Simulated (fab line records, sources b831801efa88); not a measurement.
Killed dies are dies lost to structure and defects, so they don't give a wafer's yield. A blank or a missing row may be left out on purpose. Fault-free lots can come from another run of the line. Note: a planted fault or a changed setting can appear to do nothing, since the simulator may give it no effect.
fab line records	flow sky130
[record] lots = 6	wafers = 18	last-day = 49
route steps=708 shown RES_XHIGH@339 SD_N@342 SD_P@359 PAD_OPEN@708
lots that met no fault: from a run of the same line without faults
start-h: the number of hours between the record's first day and the start of the first shown wafer of the lot	wait-h: how many hours have passed since the lot's step before this one	" same as the row above	L1.1+2: a single row standing in for several wafers	- no value, or no start was given	* or withheld: withheld	< > ~ a bound
route shown NAME@n: NAME is a module with steps in the file, n the number in the route of the first one	usual: mean and standard deviation over wafers with no fault	same: alike in all rows	chamber/n: place in a boat	sites: readings site by site	_std_site: how widely they spread, as a standard deviation	_edge_site: outer sites' mean less inner sites'	radius-mm: for every site, how far away it sits from the centre of the wafer	mask NAME#n: copy n	behind: the tool/chamber that last shaped the wafer	hold: why the lot was held/for how many hours/how that ended	device: whichever transistor did not switch (one of n, p or np)	end of line: at the end of the route, the tests of the same wafers	for a step that has no rows: nothing shown but its recipe	killed: at the first sort, the dies lost to defects and structure; wafer yield is something else	map: a wafer's dies, marking killed ones x, the rest . and places with no die _
set.NAME: setting as actually run; set.NAME@STEP: the setting as run at that earlier step	model.NAME: the simulator's own value behind a step, which no gauge read
certain route steps with their lots: each step a table, each wafer a row
services: a tool's chamber out of use, with start hour (start-h, from the record's first day; less than 0 if before it), hours out, and reason
[[steps]]
[step SKY_RES_XHIGH_IMPLANT_07]
[recipe] species = BF2	energy-kev = 20	dose-cm2 = 3.6e+14	tilt-deg = 0
[step SKY_RES_XHIGH_STRIP_08]
[recipe] chemistry = O2/N2	power-w = 1400	pressure-mtorr = 1500	platen-temp-c = withheld	o2-flow-sccm = 3000	n2-flow-sccm = 300	overash-fraction = 0.5
[usual] drypump-motor-current-A = 5.65/0.26	oes-product-au = 0.711/0.0052	strip-time-to-endpoint-s = 14.27/0.041
lot.wafer	tool	chamber	start-h	wait-h	drypump-motor-current-A	oes-product-au	rf-hours-counter-h	strip-time-to-endpoint-s
L476.1	plasma-asher-02	1	616.73	0.1	6.09	0.708	81	14.32
L476.2	"	0	"	"	5.96	0.706	81	14.24
L476.6	"	1	"	"	6.07	0.713	-	14.27
L479.1	plasma-asher-04	1	646.09	0.1	5.72	0.710	21	14.36
L479.3	"	0	"	"	5.78	0.712	-	14.35
L479.6	"	0	"	"	5.78	0.712	-	14.36
L481.1	plasma-asher-04	0	670.83	0.1	5.77	0.722	23	14.28
L481.2	"	1	"	"	5.73	0.702	23	14.33
L481.6	"	0	"	"	5.77	0.723	-	14.29
L486.4	plasma-asher-04	1	706.52	0.1	5.70	0.719	-	14.19
L486.5	"	1	"	"	5.68	0.712	-	14.21
L486.6	"	0	"	"	5.76	0.710	-	14.17
L489.1	plasma-asher-03	0	761.74	0.1	5.19	0.712	62	14.28
L489.3	"	1	"	"	5.55	0.713	-	14.35
L489.4	"	0	"	"	5.23	0.706	-	14.28
L490.4	plasma-asher-04	1	775.22	0.1	5.75	0.710	-	14.22
L490.5	"	1	"	"	5.75	0.709	-	14.24
L490.6	"	0	"	"	5.78	0.696	-	14.22
[step SKY_RES_XHIGH_TW_MEAS_09]
[usual] RES_XHIGH_TW = 1629/8.3
lot.wafer	tool	chamber	start-h	wait-h	RES_XHIGH_TW
L476.1	film-metro-03	-	616.83	0.1	1620
L476.2	"	-	"	"	1619
L476.6	"	-	"	"	1622
L479.1	film-metro-01	-	646.19	0.1	1643
L479.3	"	-	"	"	1655
L479.6	"	-	"	"	1644
L481.1	film-metro-01	-	670.93	0.1	1634
L481.2	"	-	"	"	1636
L481.6	"	-	"	"	1625
L486.4	film-metro-03	-	706.61	0.1	1628
L486.5	"	-	"	"	1618
L486.6	"	-	"	"	1628
L489.1	film-metro-01	-	761.84	0.1	1629
L489.3	"	-	"	"	1632
L489.4	"	-	"	"	1635
L490.4	film-metro-02	-	775.31	0.1	1619
L490.5	"	-	"	"	1622
L490.6	"	-	"	"	1621
[step SKY_SD_N_DEHYDRATE_00]
[recipe] temp-c = 200	time-s = 60
[step SKY_SD_N_HMDS_01]
[recipe] prime-time-s = 60	prime-temp-c = 120
[step SKY_SD_N_COAT_02]
[recipe] resist = NOVOLAK	spin-rpm = 3000	resist-thk-nm = 1140
[step SKY_SD_N_SOFTBAKE_03]
[recipe] temp-c = 90	time-s = 60	resist = NOVOLAK
[step SKY_SD_N_EXPOSE_04]
[recipe] mask-id = NSDM	na = 0.6	source-shape = conventional	sigma-outer = 0.6	polarization = unpolarized	target-cd-nm = 380	dose-mj = 141
[step SKY_SD_N_PEB_05]
[recipe] temp-c = withheld	time-s = *	resist = NOVOLAK
[step SKY_SD_N_DEVELOP_06]
[recipe] resist = NOVOLAK	developer = TMAH	develop-time-s = 60	dev-temp-c = 23
[step SKY_SD_N_CD_MEAS_07]
[recipe] target-cd-nm = 380
[usual] cd-nm = 380.0/2.3
lot.wafer	tool	chamber	start-h	wait-h	cd-nm
L476.1	cd-sem-01	-	645.27	0.1	384.2
L476.2	"	-	"	"	385.2
L476.6	"	-	"	"	384.0
L479.1	cd-sem-02	-	674.27	0.2	382.7
L479.3	"	-	"	"	380.2
L479.6	"	-	"	"	383.0
L481.1	cd-sem-01	-	697.72	0.1	377.7
L481.2	"	-	"	"	379.1
L481.6	"	-	"	"	380.0
L486.4	cd-sem-01	-	733.89	0.1	380.3
L486.5	"	-	"	"	380.9
L486.6	"	-	"	"	380.8
L489.1	cd-sem-01	-	788.43	0.1	382.6
L489.3	"	-	"	"	382.1
L489.4	"	-	"	"	379.0
L490.4	cd-sem-01	-	802.14	0.1	378.4
L490.5	"	-	"	"	377.5
L490.6	"	-	"	"	376.6
[step SKY_SD_N_OVL_MEAS_08]
[usual] SD_N_OVL = -1.1/1.3
lot.wafer	tool	chamber	start-h	wait-h	SD_N_OVL[nm]
L476.1	overlay-02	-	645.39	0.1	-3.4
L476.2	"	-	"	"	-2.8
L476.6	"	-	"	"	-2.0
L479.1	overlay-02	-	674.39	0.1	-2.5
L479.3	"	-	"	"	-1.9
L479.6	"	-	"	"	-2.6
L481.1	overlay-01	-	697.84	0.1	-1.0
L481.2	"	-	"	"	-1.4
L481.6	"	-	"	"	-1.9
L486.4	overlay-01	-	733.97	0.1	-1.5
L486.5	"	-	"	"	-0.8
L486.6	"	-	"	"	-2.0
L489.1	overlay-02	-	788.55	0.1	-3.2
L489.3	"	-	"	"	-2.3
L489.4	"	-	"	"	-1.4
L490.4	overlay-02	-	802.22	0.1	0.8
L490.5	"	-	"	"	-1.1
L490.6	"	-	"	"	-1.7
[step SKY_SD_N_IMPLANT_09]
[recipe] species = As	energy-kev = 50	dose-cm2 = 4e+15	tilt-deg = 0
[usual] beam-energy-keV = 50.003/0.015
lot.wafer	tool	chamber	start-h	wait-h	beam-energy-keV	model.implant.rp-nm	model.implant.drp-nm
L476.1	implanter-01	0	645.43	0.0	50.018	32.22	14.11
L476.2	"	0	"	"	49.987	32.22	14.11
L476.6	"	0	"	"	50.010	32.22	14.11
L479.1	implanter-04	0	674.43	0.0	50.001	32.07	14.11
L479.3	"	0	"	"	50.017	32.07	14.11
L479.6	"	0	"	"	50.015	32.07	14.11
L481.1	implanter-01	0	697.88	0.0	44.726	29.79	12.99
L481.2	"	0	"	"	44.731	29.79	12.99
L481.6	"	0	"	"	44.721	29.79	12.99
L486.4	implanter-01	0	734.12	0.1	44.713	29.66	12.99
L486.5	"	0	"	"	44.750	29.66	12.99
L486.6	"	0	"	"	44.728	29.66	12.99
L489.1	implanter-04	0	788.59	0.0	49.997	31.87	14.11
L489.3	"	0	"	"	49.999	31.87	14.11
L489.4	"	0	"	"	50.012	31.87	14.11
L490.4	implanter-01	0	802.31	0.1	50.002	32.85	14.11
L490.5	"	0	"	"	49.982	32.85	14.11
L490.6	"	0	"	"	50.003	32.85	14.11
[step SKY_SD_N_IMPLANT_10]
[recipe] species = P	energy-kev = 20	dose-cm2 = 1e+14	tilt-deg = 0
[step SKY_SD_N_STRIP_11]
[recipe] chemistry = O2/N2	power-w = 1400	pressure-mtorr = 1500	platen-temp-c = withheld	o2-flow-sccm = 3000	n2-flow-sccm = 300	overash-fraction = 0.5
[usual] drypump-motor-current-A = 5.8/0.41	oes-product-au = 0.528/0.0046	strip-time-to-endpoint-s = 22.55/0.045
lot.wafer	tool	chamber	start-h	wait-h	drypump-motor-current-A	oes-product-au	rf-hours-counter-h	strip-time-to-endpoint-s
L476.1	plasma-asher-04	1	645.73	0.1	5.7	0.528	21	22.50
L476.2	"	0	"	"	5.8	0.515	21	22.49
L476.6	"	0	"	"	5.8	0.525	-	22.50
L479.1	plasma-asher-01	0	674.73	0.1	5.6	0.530	98	22.54
L479.3	"	0	"	"	5.6	0.523	-	22.54
L479.6	"	1	"	"	6.7	0.513	-	22.52
L481.1	plasma-asher-03	1	698.18	0.1	5.6	0.533	55	21.74
L481.2	"	0	"	"	5.2	0.539	55	21.70
L481.6	"	1	"	"	5.6	0.530	-	21.74
L486.4	plasma-asher-04	0	734.38	0.1	5.8	0.527	-	21.81
L486.5	"	0	"	"	5.8	0.547	-	21.74
L486.6	"	1	"	"	5.7	0.543	-	21.75
L489.1	plasma-asher-03	0	788.89	0.1	5.2	0.524	64	22.56
L489.3	"	1	"	"	5.6	0.523	-	22.56
L489.4	"	0	"	"	5.2	0.533	-	22.55
L490.4	plasma-asher-03	1	802.57	0.1	5.6	0.530	-	22.49
L490.5	"	1	"	"	5.6	0.526	-	22.46
L490.6	"	0	"	"	5.2	0.525	-	22.50
[step SKY_SD_N_TW_MEAS_12]
[usual] SD_N_TW = 3952/26
lot.wafer	tool	chamber	start-h	wait-h	SD_N_TW
L476.1	film-metro-01	-	645.83	0.1	3980
L476.2	"	-	"	"	3973
L476.6	"	-	"	"	3988
L479.1	film-metro-02	-	674.83	0.1	3952
L479.3	"	-	"	"	3969
L479.6	"	-	"	"	3945
L481.1	film-metro-02	-	698.28	0.1	3848
L481.2	"	-	"	"	3872
L481.6	"	-	"	"	3836
L486.4	film-metro-02	-	734.48	0.1	3828
L486.5	"	-	"	"	3809
L486.6	"	-	"	"	3833
L489.1	film-metro-01	-	788.99	0.1	3963
L489.3	"	-	"	"	4005
L489.4	"	-	"	"	3996
L490.4	film-metro-02	-	802.67	0.1	3940
L490.5	"	-	"	"	3941
L490.6	"	-	"	"	3955
[step SKY_SD_N_CLEAN_13]
[recipe] chemistry = SC1/SC2	mix = 1:4:20	temp-c = 70	time-s = 150	dry = n2-spin
[step SKY_SD_N_RTA_14]
[recipe] temp-c = 1075	time-s = 2	idle-temp-c = 650	ramp-up-c-per-s = 150	ramp-down-c-per-s = 90	ambient = N2
[usual] lamp-power-pct = 15.74/0.049	wafer_temp_C_max = 1078.3/1.4
lot.wafer	tool	chamber	start-h	wait-h	lamp-power-pct	wafer_temp_C_max
L476.1	rtp-anneal-01	0	645.94	0.0	15.85	1078.8
L476.2	"	0	"	"	15.70	1078.0
L476.6	"	0	"	"	15.76	1078.4
L479.1	rtp-anneal-02	0	674.94	0.0	15.72	1078.9
L479.3	"	0	"	"	15.74	1077.3
L479.6	"	0	"	"	15.69	1081.3
L481.1	rtp-anneal-02	0	698.39	0.0	15.79	1078.4
L481.2	"	0	"	"	15.72	1079.1
L481.6	"	0	"	"	15.80	1079.0
L486.4	rtp-anneal-01	0	734.58	0.0	15.77	1078.2
L486.5	"	0	"	"	15.78	1076.9
L486.6	"	0	"	"	15.74	1078.8
L489.1	rtp-anneal-01	0	789.15	0.0	15.68	1077.9
L489.3	"	0	"	"	15.74	1077.6
L489.4	"	0	"	"	15.73	1079.1
L490.4	rtp-anneal-01	0	802.84	0.0	15.83	1076.0
L490.5	"	0	"	"	15.71	1078.8
L490.6	"	0	"	"	15.78	1076.1
[step SKY_SD_N_RS_MEAS_16]
[recipe] thk-meas-gauge = four-point-probe
[usual] SD_N_RS = 68.58/0.13
lot.wafer	tool	chamber	start-h	wait-h	SD_N_RS[ohm/sq]
L476.1	film-metro-02	-	646.11	0.1	68.82
L476.2	"	-	"	"	68.63
L476.6	"	-	"	"	68.78
L479.1	film-metro-01	-	675.11	0.1	68.54
L479.3	"	-	"	"	68.59
L479.6	"	-	"	"	68.41
L481.1	film-metro-03	-	698.56	0.1	72.40
L481.2	"	-	"	"	72.55
L481.6	"	-	"	"	72.45
L486.4	film-metro-01	-	734.79	0.1	72.33
L486.5	"	-	"	"	72.40
L486.6	"	-	"	"	72.56
L489.1	film-metro-03	-	789.32	0.1	68.68
L489.3	"	-	"	"	68.56
L489.4	"	-	"	"	68.57
L490.4	film-metro-02	-	803.04	0.1	68.75
L490.5	"	-	"	"	68.67
L490.6	"	-	"	"	68.66
[step SKY_SD_N_RS_MEAS_17]
[recipe] thk-meas-gauge = four-point-probe
[usual] SD_P_RS = 147.1/0.38
lot.wafer	tool	chamber	start-h	wait-h	SD_P_RS[ohm/sq]
L476.1	film-metro-02	-	646.23	0.1	147.8
L476.2	"	-	"	"	147.2
L476.6	"	-	"	"	147.7
L479.1	film-metro-01	-	675.23	0.1	147.2
L479.3	"	-	"	"	147.0
L479.6	"	-	"	"	147.1
L481.1	film-metro-03	-	698.68	0.1	147.3
L481.2	"	-	"	"	146.9
L481.6	"	-	"	"	146.9
L486.4	film-metro-01	-	734.91	0.1	146.9
L486.5	"	-	"	"	147.3
L486.6	"	-	"	"	147.2
L489.1	film-metro-03	-	789.44	0.1	147.4
L489.3	"	-	"	"	146.8
L489.4	"	-	"	"	147.8
L490.4	film-metro-02	-	803.16	0.1	147.1
L490.5	"	-	"	"	147.2
L490.6	"	-	"	"	147.0
[step SKY_PAD_OPEN_PROBE_99]
[usual] killed_at_M0_to_M3 = 44/7.3	killed_at_M4_up = 3.2/1.8	killed-at-contacts = 24/5.4	killed-at-front-end = 16/4.4	killed-at-other = 0.3/0.48	killed-dies = 86/9.5	killed-on-rim = 17/4	killed-open = 47/7.7	killed-short = 39/6.4
[same] gross-dies = 492	killed-at-back-side = 0
lot.wafer	tool	chamber	start-h	wait-h	killed_at_M0_to_M3	killed_at_M4_up	killed-at-contacts	killed-at-front-end	killed-at-other	killed-dies	killed-on-rim	killed-open	killed-short	model.etest.res-ndiff.line-ohm-um	model.etest.res-ndiff.rs-ohm-sq	model.etest.res-ndiff-hv.rs-ohm-sq
L476.1	prober-02	-	1076.45	0.1	59	4	31	13	1	108	20	51	57	774	120.2	113.5
L476.2	prober-02	-	1076.50	0.1	40	7	17	17	0	81	16	49	32	748.3	118.9	113.3
L476.6	prober-02	-	1076.70	0.2	50	4	24	17	0	95	21	56	39	762.8	118.4	113.3
L479.1	prober-01	-	1097.57	0.1	47	0	20	17	0	84	16	55	29	768	119.6	114.2
L479.3	prober-01	-	1097.67	0.2	46	0	18	9	0	73	12	39	34	797.5	120.4	113.8
L479.6	prober-01	-	1097.82	0.2	51	6	16	10	0	83	19	41	42	779.1	119.8	113.7
L481.1	prober-01	-	1109.21	0.1	37	2	20	18	0	77	22	39	38	796.1	124.5	117.9
L481.2	prober-01	-	1109.26	0.1	53	2	18	23	0	96	16	50	46	806.4	125.3	119
L481.6	prober-01	-	1109.46	0.2	38	7	24	19	0	88	23	48	40	792.7	125.7	118.4
L486.4	prober-02	-	1140.09	0.2	47	4	22	17	1	91	18	48	43	787.7	125.4	118.1
L486.5	prober-02	-	1140.14	0.2	37	3	30	23	0	93	20	51	42	798.3	124.4	118.7
L486.6	prober-02	-	1140.19	0.2	49	4	34	23	0	110	17	64	46	787.3	124.8	119.1
L489.1	prober-02	-	1176.39	0.1	40	1	25	23	0	89	26	53	36	764	121.7	114.4
L489.3	prober-02	-	1176.49	0.2	43	2	23	14	0	82	20	44	38	751.5	121.2	114.4
L489.4	prober-02	-	1176.54	0.2	46	4	26	12	0	88	19	57	31	765.7	120.7	113.9
L490.4	prober-01	-	1183.64	0.2	40	1	34	13	0	88	19	50	38	752.2	118.3	112.8
L490.5	prober-01	-	1183.69	0.2	35	1	24	7	0	67	17	36	31	764.1	119	112.6
L490.6	prober-01	-	1183.74	0.2	40	2	31	13	0	86	19	52	34	756.2	118.3	112.8
// killed by level:class
L476.1 VIA2:geometric-particle:short=11 CONTACT:geometric-particle:open=10 VIA1:geometric-particle:open=10 METAL1:geometric-particle:short=9 VIA2:geometric-particle:open=8 CONTACT:geometric-particle:short=7 VIA1:geometric-particle:short=6 LI_CONTACT:geometric-particle:short=5
L476.2 VIA1:geometric-particle:open=14 VIA2:geometric-particle:open=6 FIELD_ISO:geometric-particle:open=5 CONTACT:geometric-particle:open=5 VIA1:geometric-particle:short=5 POLY_GATE:geometric-particle:open=4 LI_CONTACT:geometric-particle:open=4 METAL1:geometric-particle:short=4
L476.6 VIA1:geometric-particle:open=17 CONTACT:geometric-particle:open=10 VIA3:geometric-particle:open=9 FIELD_ISO:geometric-particle:short=6 METAL1:geometric-particle:short=5 METAL2:geometric-particle:short=5 VIA2:geometric-particle:open=5 LI_CONTACT:geometric-particle:short=4
L479.1 VIA3:geometric-particle:open=11 VIA1:geometric-particle:open=10 CONTACT:geometric-particle:open=8 VIA2:geometric-particle:open=8 LI_CONTACT:geometric-particle:open=7 POLY_GATE:geometric-particle:short=5 FIELD_ISO:geometric-particle:open=4 FIELD_ISO:geometric-particle:short=4
L479.3 VIA1:geometric-particle:open=14 CONTACT:geometric-particle:open=8 VIA3:geometric-particle:open=7 VIA1:geometric-particle:short=6 CONTACT:geometric-particle:short=5 METAL2:geometric-particle:short=5 FIELD_ISO:geometric-particle:open=3 LOCAL_INTERCONNECT:geometric-particle:short=3
L479.6 VIA1:geometric-particle:open=16 VIA1:geometric-particle:short=11 VIA3:geometric-particle:open=6 METAL4:geometric-particle:short=6 LI_CONTACT:geometric-particle:open=5 FIELD_ISO:geometric-particle:open=4 CONTACT:geometric-particle:open=4 VIA2:geometric-particle:short=4
L481.1 CONTACT:geometric-particle:open=11 FIELD_ISO:geometric-particle:short=6 POLY_GATE:geometric-particle:short=6 VIA1:geometric-particle:open=6 METAL2:geometric-particle:short=6 VIA1:geometric-particle:short=5 VIA2:geometric-particle:open=5 METAL1:geometric-particle:short=5
L481.2 VIA2:geometric-particle:open=12 VIA1:geometric-particle:open=10 FIELD_ISO:geometric-particle:open=7 CONTACT:geometric-particle:open=7 METAL2:geometric-particle:short=7 FIELD_ISO:geometric-particle:short=5 VIA1:geometric-particle:short=5 VIA3:geometric-particle:open=5
L481.6 VIA1:geometric-particle:open=14 CONTACT:geometric-particle:open=8 FIELD_ISO:geometric-particle:open=7 VIA3:geometric-particle:short=7 LI_CONTACT:geometric-particle:open=5 LOCAL_INTERCONNECT:geometric-particle:short=5 METAL2:geometric-particle:short=5 FIELD_ISO:geometric-particle:short=4
L486.4 LI_CONTACT:geometric-particle:open=8 VIA1:geometric-particle:open=8 VIA3:geometric-particle:open=7 METAL2:geometric-particle:short=7 LOCAL_INTERCONNECT:geometric-particle:short=7 VIA2:geometric-particle:open=7 POLY_GATE:geometric-particle:short=6 CONTACT:geometric-particle:open=6
L486.5 CONTACT:geometric-particle:open=10 VIA2:geometric-particle:open=9 CONTACT:geometric-particle:short=9 VIA1:geometric-particle:open=9 POLY_GATE:geometric-particle:short=8 LI_CONTACT:geometric-particle:open=5 METAL1:geometric-particle:short=5 FIELD_ISO:geometric-particle:open=4
L486.6 VIA1:geometric-particle:open=14 CONTACT:geometric-particle:open=12 VIA2:geometric-particle:open=8 LI_CONTACT:geometric-particle:open=7 LOCAL_INTERCONNECT:geometric-particle:short=6 VIA3:geometric-particle:open=6 POLY_GATE:geometric-particle:short=5 VIA3:geometric-particle:short=5
L489.1 VIA1:geometric-particle:open=11 CONTACT:geometric-particle:open=10 FIELD_ISO:geometric-particle:open=7 LI_CONTACT:geometric-particle:open=7 FIELD_ISO:geometric-particle:short=6 METAL1:geometric-particle:short=6 VIA2:geometric-particle:open=5 POLY_GATE:geometric-particle:open=4
L489.3 LI_CONTACT:geometric-particle:open=9 VIA1:geometric-particle:open=9 METAL2:geometric-particle:short=6 FIELD_ISO:geometric-particle:open=5 LOCAL_INTERCONNECT:geometric-particle:short=5 CONTACT:geometric-particle:open=5 METAL1:geometric-particle:short=5 VIA1:geometric-particle:short=5
L489.4 VIA1:geometric-particle:open=17 CONTACT:geometric-particle:open=9 LI_CONTACT:geometric-particle:open=8 VIA3:geometric-particle:open=8 LI_CONTACT:geometric-particle:short=6 METAL1:geometric-particle:short=6 FIELD_ISO:geometric-particle:short=4 POLY_GATE:geometric-particle:open=4
L490.4 VIA1:geometric-particle:open=13 CONTACT:geometric-particle:open=12 LI_CONTACT:geometric-particle:open=7 LOCAL_INTERCONNECT:geometric-particle:short=7 CONTACT:geometric-particle:short=6 VIA3:geometric-particle:open=6 VIA1:geometric-particle:short=6 METAL2:geometric-particle:open=4
L490.5 CONTACT:geometric-particle:open=9 VIA1:geometric-particle:open=7 CONTACT:geometric-particle:short=6 VIA1:geometric-particle:short=6 VIA2:geometric-particle:open=6 LOCAL_INTERCONNECT:geometric-particle:short=5 VIA3:geometric-particle:open=4 METAL1:geometric-particle:short=3
L490.6 VIA1:geometric-particle:open=12 CONTACT:geometric-particle:open=11 LI_CONTACT:geometric-particle:open=7 CONTACT:geometric-particle:short=6 VIA1:geometric-particle:short=5 VIA2:geometric-particle:open=5 VIA3:geometric-particle:open=5 VIA2:geometric-particle:short=4
[[services]]
tool	chamber	start-h	hours	kind
plasma-asher-04	-	598.78	0.7	repair
implanter-01	-	623.69	17.0	repair
implanter-04	-	643.89	3.8	pm
implanter-04	-	662.71	2.1	repair
implanter-04	-	664.83	3.1	pm
implanter-04	-	667.28	3.6	repair
implanter-01	-	683.17	2.7	repair
implanter-04	-	694.34	8.8	repair
plasma-asher-01	-	697.61	1.4	repair
plasma-asher-01	-	733.75	9.0	pm
plasma-asher-01	0	733.75	9.0	vent-cycle
plasma-asher-01	1	733.75	9.0	vent-cycle
plasma-asher-01	0	742.75	-	clean
plasma-asher-01	1	742.75	-	clean
plasma-asher-02	-	743.12	15.6	pm
plasma-asher-01	-	780.32	0.9	repair
[[key]]
[first-sign] step = SKY_SD_N_IMPLANT_09	reading = beam-energy-keV	direction = down	sigmas = 99+	usual = *	struck = *
[effect] step = SKY_SD_N_STRIP_11	reading = strip-time-to-endpoint-s	direction = down	sigmas = 18	usual = *	struck = *
[effect] step = SKY_SD_N_TW_MEAS_12	reading = SD_N_TW	direction = down	sigmas = 4.4	usual = 3952	struck = 3838
[effect] step = SKY_SD_N_RS_MEAS_16	reading = SD_N_RS	direction = up	sigmas = 30	usual = 68.58	struck = 72.45
[model-effect] step = SKY_SD_N_IMPLANT_09	value = implant.rp-nm	without = 32.54	struck = 29.73
[model-effect] step = SKY_PAD_OPEN_PROBE_99	value = etest.res-ndiff.line-ohm-um	without = 757.7	struck = 794.7
met-at SKY_SD_N_IMPLANT_09
struck-wafers L481.1,L481.2,L481.6,L486.4,L486.5,L486.6
tester-left-out L481,L486
onset-between 645.43 697.88
[fault] kind = process-parameter-drift	tool = implanter-01	chamber = -	onset-h = 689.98	steps = SKY_SD_N_IMPLANT_09	channel = energy-kev	offset = *	shape = step	end-h = 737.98	acts-in = *	stated = *
// tester-left-out: of these lots the tester's yield and bins aren't shown, on N5 and GAA mostly nor the transistor test; their killed dies are dies lost to structure and defects alone, not to doping, threshold or leakage, so they don't give the yield
